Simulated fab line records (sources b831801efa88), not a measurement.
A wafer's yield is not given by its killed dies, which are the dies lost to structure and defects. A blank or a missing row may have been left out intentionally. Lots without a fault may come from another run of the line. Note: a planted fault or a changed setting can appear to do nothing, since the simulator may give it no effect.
Split-lot study -- flow sky130 -- 5 lots, 27 wafers read, on a route of 708 steps

== THE SPLIT ==
At SKY_VIA1_SPUTTER_20 (material TiN, target thk 20 nm, time 80 s), the setting timeS was moved away from the recipe's 80 s on 9 of the 27 wafers read, by -33.1% to +21.3%. The other wafers ran this setting at the recipe's value.

Reading taken at the split's own step.

== THE READING ==
TiN_of_VIA1_SPUTTER_20.thkNm (the simulator's own value, which no gauge read), in nm, at SKY_VIA1_SPUTTER_20 (material TiN, target thk 20 nm, time 80 s). The file gives no usual value for it. The 18 wafers here that ran the recipe average 19.97 nm, standard deviation 0.12 nm.

wafer,"tool, chamber at the split","timeS as run, s",against the recipe,"TiN_of_VIA1_SPUTTER_20.thkNm, nm",against lot-mates on the recipe
L078.4,"pvdSputter-02, -",80,recipe,19.98,-
L078.5,"pvdSputter-02, -",80,recipe,20.08,-
L078.6,"pvdSputter-02, -",80,recipe,19.86,-
L079.1,"pvdSputter-02, -",67.27,-15.9%,16.83,-3.12
L079.2,"pvdSputter-02, -",67.27,-15.9%,16.94,-3.01
L079.3,"pvdSputter-02, -",67.27,-15.9%,17,-2.95
L079.4,"pvdSputter-02, -",80,recipe,19.86,-
L079.5,"pvdSputter-02, -",80,recipe,19.97,-
L079.6,"pvdSputter-02, -",80,recipe,20.01,-
L082.1,"pvdSputter-01, -",53.55,-33.1%,13.32,-6.49
L082.2,"pvdSputter-01, -",80,recipe,19.82,-
L082.3,"pvdSputter-01, -",80,recipe,19.84,-
L082.4,"pvdSputter-01, -",53.55,-33.1%,13.31,-6.50
L082.5,"pvdSputter-01, -",53.55,-33.1%,13.21,-6.60
L082.6,"pvdSputter-01, -",80,recipe,19.78,-
L083.1,"pvdSputter-01, -",80,recipe,20.04,-
L083.2,"pvdSputter-01, -",80,recipe,20.22,-
L083.3,"pvdSputter-01, -",97.03,+21.3%,24.52,+4.37
L083.4,"pvdSputter-01, -",97.03,+21.3%,24.35,+4.20
L083.5,"pvdSputter-01, -",80,recipe,20.2,-
L083.6,"pvdSputter-01, -",97.03,+21.3%,24.32,+4.17
L081.1,"pvdSputter-02, -",80,recipe,20.07,-
L081.2,"pvdSputter-02, -",80,recipe,19.93,-
L081.3,"pvdSputter-02, -",80,recipe,20,-
L081.4,"pvdSputter-02, -",80,recipe,19.92,-
L081.5,"pvdSputter-02, -",80,recipe,19.96,-
L081.6,"pvdSputter-02, -",80,recipe,19.98,-

FIT RESULTS
A straight line over all 27 wafers: TiN_of_VIA1_SPUTTER_20.thkNm changes by +0.203 nm for each +1% of timeS; r = +1.00; the points scatter about the line by 0.13 nm.
The same after taking each lot's own level away (the mean of its wafers on the recipe; 27 wafers): +0.197 nm for each +1%; r = +1.00; scatter 0.079 nm.
Per that fit: largest timeS move, reading shift of 6.5 nm.
Across the lots, their own levels run from 19.813 to 20.153 nm, a range of 2.9 times the standard deviation given above.
Hence the lot-to-lot level has little effect on the slope; both slopes agree.
Check: for one of the wafers moved furthest among these (-33.1%), held out of the fit, the line's prediction against its lot-mates is -6.51 nm. It came out at -6.49 nm against them.

== THE OTHER SPLITS THESE WAFERS WENT THROUGH ==
Before the reading, these wafers also passed through other splits. Each is held against what the fit with the lots' levels taken away leaves over:
other split on the same wafers,wafers away from the commonest value,r with TiN_of_VIA1_SPUTTER_20.thkNm (lot level and that fit taken away)
SKY_LI_CONTACT_HDPCVD_00 timeS,9,-0.21
SKY_METAL1_DEVELOP_14 developTimeS,9,+0.08

== THE FILE'S OWN FIT ==
TiN_of_VIA1_SPUTTER_20.thkNm changes by +0.197 nm for each +1% of timeS, r = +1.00.
